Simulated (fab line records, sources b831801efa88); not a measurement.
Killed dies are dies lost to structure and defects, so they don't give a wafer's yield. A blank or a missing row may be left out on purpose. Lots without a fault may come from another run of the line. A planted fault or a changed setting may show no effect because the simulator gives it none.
A struck lot beside a sound one | flow gf180mcu | 43 steps out of a route of 602
Sound: wafers L933.1, L933.2, L933.4. Struck: wafers L939.1, L939.2, L939.6. The cause comes at the end.
At each step with rows: each side's tool, then ch and its chambers, then its first start. Under that, the readings that differ: sound wafers | struck wafers | difference of the means | sigmas: that difference in standard deviations of wafers without a fault.
alike: readings whose means differ by less than 2 such deviations, and words and numbers that are the same on both sides. not compared: withheld readings, readings that some wafer has no value for, bounds like >300 that may hide the same value, and numbers for which the record gives no deviation and whose values overlap.
The two part at a step that has a row with sigmas, a row that says differs or no value, or rows on one side only. Numbers that don't overlap but have no deviation are shown without sigmas and don't part them. A reading that every wafer of one side lacks parts them only if that side has two wafers or more.

first, 7 steps without rows for these wafers: GF_DUAL_GATE_DEHYDRATE_04 (time 60 s); GF_DUAL_GATE_HMDS_05 (prime time 60 s); GF_DUAL_GATE_COAT_06 (resist thk 1000 nm); GF_DUAL_GATE_SOFTBAKE_07 (time 60 s); GF_DUAL_GATE_EXPOSE_08 (exposes mask Dualgate, target cd 700 nm); GF_DUAL_GATE_PEB_09; GF_DUAL_GATE_DEVELOP_10 (develop time 60 s).
GF_DUAL_GATE_OVL_MEAS_11:
  sound on overlay-01, day 11 00:15; struck on overlay-01, day 12 16:29
  alike: DUAL_GATE_OVL
then, 1 step without rows for these wafers: GF_DUAL_GATE_WET_ETCH_12 (etches SiO2 in dHF, target depth 13 nm, time 249 s).
GF_DUAL_GATE_STRIP_13: strips in O2/N2.
  sound on plasma_asher-04 ch 0,1, day 11 00:22; struck on plasma_asher-02 ch 0,1, day 12 16:35
  alike: drypump_motor_current_A, heater_power_w, oes_product_au, strip_time_to_endpoint_s
  not compared: rf_hours_counter_h
then, 2 steps without rows for these wafers: GF_DUAL_GATE_CLEAN_14 (cleans in SC1/SC2, time 150 s); GF_DUAL_GATE_OXIDATION_15 (stabilise 600 s, purge 300 s, target thk 7.098 nm).
GF_POLY_GATE_CVD_00: deposits poly-Si, target thk 200 nm, time 1200 s.
  sound on lpcvd-01 ch 0, day 11 02:44; struck on lpcvd-01 ch 0, day 12 19:41
  reading                                       | sound             | struck            | difference | sigmas
  spike_tc_bottom_C (C)                         | 642.1 642.0 642.8 | 631.9 630.9 632.2 | -10.6      | -6
  spike_tc_centre_C (C)                         | 624.7 624.8 621.1 | 614.9 614.6 615.3 | -8.6       | -4
  spike_tc_lower_C (C)                          | 620.1 618.2 618.5 | 681.8 680.9 682.3 | +62.7      | +57
  zone_power_bottom_pct (%)                     | 12.8 12.5 12.5    | 8.5 8.5 8.5       | -4.1       | -3
  zone_power_centre_pct (%)                     | 7.9 7.8 7.8       | 3.5 3.5 3.6       | -4.3       | -4
  zone_power_lower_pct (%)                      | 9.5 9.4 9.7       | 21.8 21.4 21.7    | +12.1      | +37
  model.poly-Si_of_POLY_GATE_CVD_00.thk_nm (nm) | 200.9 202.2 201.4 | 337.7 352.8 329.3 | +138.4     |
GF_POLY_GATE_THK_MEAS_01:
  sound on film_metro-02, day 11 04:04; struck on film_metro-03, day 12 21:15
  reading                   | sound             | struck            | difference | sigmas
  POLY_GATE_CVD_00_THK (nm) | 201.1 202.1 201.4 | 337.7 352.6 329.1 | +138.3     | +69
  not compared: hold
then, 7 steps without rows for these wafers: GF_POLY_GATE_HMDS_03 (prime time 60 s); GF_POLY_GATE_COAT_04; GF_POLY_GATE_COAT_05 (resist thk 700 nm); GF_POLY_GATE_SOFTBAKE_06 (time 60 s); GF_POLY_GATE_EXPOSE_07 (exposes mask Poly2, target cd 280 nm); GF_POLY_GATE_PEB_08 (peb time 90 s); GF_POLY_GATE_DEVELOP_09 (develop time 60 s).
GF_POLY_GATE_CD_MEAS_10: target cd 280 nm.
  the record has rows for the sound wafers here (cd_sem-02, day 11 22:07) and none for the struck ones
GF_POLY_GATE_OVL_MEAS_11:
  the record has rows for the sound wafers here (overlay-02, day 11 22:14) and none for the struck ones
GF_POLY_GATE_ETCH_12: etches BARC in N2/H2.
  the record has rows for the sound wafers here (rie_diel-02 ch 1,3, day 11 22:17) and none for the struck ones
GF_POLY_GATE_ETCH_13: etches poly-Si in HBr/Cl2, stops on SiO2, target depth 198.5 nm, time 69.6 s.
  the record has rows for the sound wafers here (rie_si-02 ch 1,2,3, day 11 22:20) and none for the struck ones
GF_POLY_GATE_STRIP_14: strips in O2/N2.
  the record has rows for the sound wafers here (plasma_asher-02 ch 0,1, day 11 22:23) and none for the struck ones
then, 2 steps without rows for these wafers: GF_POLY_GATE_CLEAN_15 (cleans in SC1/SC2, time 150 s); GF_POLY_GATE_OXIDATION_16 (stabilise 600 s, purge 300 s, target thk 4 nm).
GF_POLY_GATE_THK_MEAS_17:
  the record has rows for the sound wafers here (film_metro-02, day 12 01:25) and none for the struck ones
GF_POLY_GATE_CD_MEAS_18:
  the record has rows for the sound wafers here (cd_sem-02, day 12 01:29) and none for the struck ones
then, 7 steps without rows for these wafers: GF_HV_LDD_DEHYDRATE_00 (time 60 s); GF_HV_LDD_HMDS_01 (prime time 60 s); GF_HV_LDD_COAT_02 (resist thk 1000 nm); GF_HV_LDD_SOFTBAKE_03 (time 60 s); GF_HV_LDD_EXPOSE_04 (exposes mask Nplus LV AREA, target cd 400 nm); GF_HV_LDD_PEB_05; GF_HV_LDD_DEVELOP_06 (develop time 60 s).
GF_HV_LDD_CD_MEAS_07: target cd 400 nm.
  the record has rows for the sound wafers here (cd_sem-01, day 12 21:12) and none for the struck ones
GF_HV_LDD_OVL_MEAS_08:
  the record has rows for the sound wafers here (overlay-02, day 12 21:19) and none for the struck ones
then, 1 step without rows for these wafers: GF_HV_LDD_IMPLANT_09.
GF_HV_LDD_STRIP_10: strips in O2/N2.
  the record has rows for the sound wafers here (plasma_asher-03 ch 0,1, day 12 21:40) and none for the struck ones
GF_SALICIDE_CLEAN_00: cleans in SC1/SC2, time 150 s.
  the record has rows for the sound wafers here (wet_bench-02 ch 3, day 18 13:17) and none for the struck ones
GF_PASSIVATION_PROBE_99:
  the record has rows for the sound wafers here (prober-01, day 31 20:27) and none for the struck ones

WHERE THEY PART
First at GF_POLY_GATE_CVD_00; last, within this record, at GF_PASSIVATION_PROBE_99.

WHY: what the simulator had put in
Process parameter drift: lpcvd-01, from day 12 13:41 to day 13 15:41, at GF_POLY_GATE_CVD_00. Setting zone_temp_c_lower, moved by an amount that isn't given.
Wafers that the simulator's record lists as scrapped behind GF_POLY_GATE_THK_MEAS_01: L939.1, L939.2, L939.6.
